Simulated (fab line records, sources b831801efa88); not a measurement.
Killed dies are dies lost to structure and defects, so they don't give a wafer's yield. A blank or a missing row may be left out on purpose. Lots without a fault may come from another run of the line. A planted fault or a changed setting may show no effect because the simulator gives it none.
A struck lot beside a sound one | flow sky130 | 21 steps out of a route of 708
Sound: wafers L537.1, L537.4, L537.6. Struck: wafers L546.1, L546.2, L546.4. The cause comes at the end.
At each step with rows: each side's tool, then ch and its chambers, then its first start. Under that, the readings that differ: sound wafers | struck wafers | difference of the means | sigmas: that difference in standard deviations of wafers without a fault.
alike: readings whose means differ by less than 2 such deviations, and words and numbers that are the same on both sides. not compared: withheld readings, readings that some wafer has no value for, bounds like >300 that may hide the same value, and numbers for which the record gives no deviation and whose values overlap.
The two part at a step that has a row with sigmas, a row that says differs or no value, or rows on one side only. Numbers that don't overlap but have no deviation are shown without sigmas and don't part them. A reading that every wafer of one side lacks parts them only if that side has two wafers or more.

SKY_PASSIVATION_THK_MEAS_03:
  sound on film_metro-01, day 44 02:20; struck on film_metro-01, day 46 16:59
  alike: PASSIVATION_CVD_02_THK
then, 7 steps without rows for these wafers: SKY_PASSIVATION_DEHYDRATE_04 (time 60 s); SKY_PASSIVATION_HMDS_05 (prime time 60 s); SKY_PASSIVATION_COAT_06 (resist thk 3000 nm); SKY_PASSIVATION_SOFTBAKE_07; SKY_PASSIVATION_EXPOSE_08 (exposes mask NSM, target cd 3000 nm); SKY_PASSIVATION_PEB_09; SKY_PASSIVATION_DEVELOP_10 (develop time 60 s).
SKY_PASSIVATION_ETCH_11: etches the open film in CF4/O2, stops on AlCu, target depth 725 nm, time 161.1 s.
  sound on rie_diel-02 ch 0,3, day 44 23:45; struck on rie_diel-04 ch 0,2,3, day 47 12:24
  alike: drypump_motor_current_A, oes_product_au, throttle_valve_pct
  not compared: rf_hours_counter_h
SKY_PASSIVATION_STRIP_12: strips in O2/N2.
  sound on plasma_asher-03 ch 1, day 44 23:52; struck on plasma_asher-03 ch 0,1, day 47 12:31
  alike: drypump_motor_current_A, oes_product_au, strip_time_to_endpoint_s
  not compared: rf_hours_counter_h
then, 2 steps without rows for these wafers: SKY_PAD_OPEN_DEHYDRATE_00 (time 60 s); SKY_PAD_OPEN_HMDS_01 (prime time 60 s).
SKY_PAD_OPEN_COAT_02: resist thk 3000 nm.
  sound on litho_track-04 ch 0, day 45 11:05; struck on litho_track-04 ch 0, day 47 22:17
  reading                                    | sound                | struck               | difference | sigmas
  spin_speed_rpm (rpm)                       | 1998.8 1998.8 2000.3 | 2067.1 2067.4 2066.6 | +67.7      | +42
  model.coat_of_PAD_OPEN_COAT_02.thk_nm (nm) | 2991 2991 2999       | 2957 2947 2946       | -44        |
then, 3 steps without rows for these wafers: SKY_PAD_OPEN_SOFTBAKE_03; SKY_PAD_OPEN_EXPOSE_04 (exposes mask PDM, target cd 60000 nm); SKY_PAD_OPEN_PEB_05.
SKY_PAD_OPEN_DEVELOP_06: develop time 60 s.
  sound on litho_track-01 ch 0; struck on litho_track-01 ch 0
  reading                                    | sound          | struck         | difference | sigmas
  model.coat_of_PAD_OPEN_COAT_02.thk_nm (nm) | 2990 2990 2998 | 2956 2945 2945 | -44        |
SKY_PAD_OPEN_ETCH_07: etches the open film in CF4/O2, stops on AlCu, target depth 725 nm, time 161.1 s.
  sound on rie_diel-02 ch 0,1,3, day 45 21:42; struck on rie_diel-03 ch 0,1,3, day 48 08:57
  alike: drypump_motor_current_A, oes_product_au, throttle_valve_pct
  not compared: rf_hours_counter_h
SKY_PAD_OPEN_STRIP_08: strips in O2/N2.
  sound on plasma_asher-01 ch 0,1, day 45 21:48; struck on plasma_asher-02 ch 0,1, day 48 09:03
  reading                      | sound             | struck            | difference | sigmas
  strip_time_to_endpoint_s (s) | 36.96 36.93 37.04 | 36.56 36.45 36.45 | -0.49      | -5
  alike: drypump_motor_current_A, oes_product_au
  not compared: rf_hours_counter_h
then, 2 steps without rows for these wafers: SKY_PAD_OPEN_STRIP_09 (strips in post etch residue remover, time 1200 s); SKY_PAD_OPEN_PROBE_99.

WHERE THEY PART
First at SKY_PAD_OPEN_COAT_02; last, within this record, at SKY_PAD_OPEN_STRIP_08.

WHY: what the simulator had put in
Process parameter drift: litho_track-04, from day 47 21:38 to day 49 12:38, at SKY_PAD_OPEN_COAT_02. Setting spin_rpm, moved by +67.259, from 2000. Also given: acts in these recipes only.
